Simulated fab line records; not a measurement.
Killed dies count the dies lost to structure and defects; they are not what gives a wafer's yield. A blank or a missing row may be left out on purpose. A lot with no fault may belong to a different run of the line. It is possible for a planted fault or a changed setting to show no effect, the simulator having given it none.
Chamber matching ; flow sky130 ; 4 sister chambers for SKY_VIA2_ETCH_15 on rie-diel-04
The step etches SiO2 in C4F8/O2/Ar, stops on TiN, target depth 546 nm, time 84 s. 8 wafers are shown with their chamber, then 8 later ones without.

## WAFERS WITH THEIR CHAMBER
wafer;chamber;oes-product-au (a.u.);chamber-pressure-mTorr (mTorr)
L084.6;3;0.940;40.02
L087.1;1;0.937;39.99
L087.3;0;0.935;40.00
L087.5;1;0.939;40.00
L089.1;0;0.940;39.94
L089.3;3;0.931;39.96
L089.6;2;0.946;40.01
L092.1;2;0.937;39.99

## WAFERS MISSING THEIR CHAMBER
wafer;oes-product-au (a.u.);chamber-pressure-mTorr (mTorr)
L092.2;0.939;39.94
L092.5;0.937;40.00
L093.2;0.944;40.03
L093.3;0.936;40.03
L093.4;0.940;39.99
L095.1;0.941;40.02
L095.3;0.935;40.00
L095.5;0.942;40.03

## WHICH CHAMBER EACH ONE RAN IN
wafer;from the rows above;in truth
L092.2;can't be placed: 0 or 3 or 1 or 2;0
L092.5;can't be placed: 1 or 3 or 2 or 0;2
L093.2;can't be placed: 2 or 1 or 3 or 0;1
L093.3;can't be placed: 1 or 3 or 2 or 0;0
L093.4;can't be placed: 1 or 2 or 0 or 3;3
L095.1;can't be placed: 2 or 1 or 3 or 0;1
L095.3;can't be placed: 3 or 1 or 0 or 2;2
L095.5;can't be placed: 2 or 1 or 3 or 0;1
Correctly placed: 0 of 8. Not placeable from these rows: 8 (in 8, the candidates include the true chamber). Number placed wrongly: 0.
How it was worked out, from the rows above alone: a wafer's distance from a chamber is the root of the sum, over the readings, of the square of ((its reading less the chamber's mean) divided by the reading's scatter). If the next closest chamber is less than 2 further off than the closest, the wafer can't be placed; otherwise it belongs to the closest. A chamber's mean is the mean of its shown wafers. How the scatter is found: for the shown wafers, subtract from each reading the mean of its chamber, square and add these, divide the total by (wafers less chambers), then take the root.
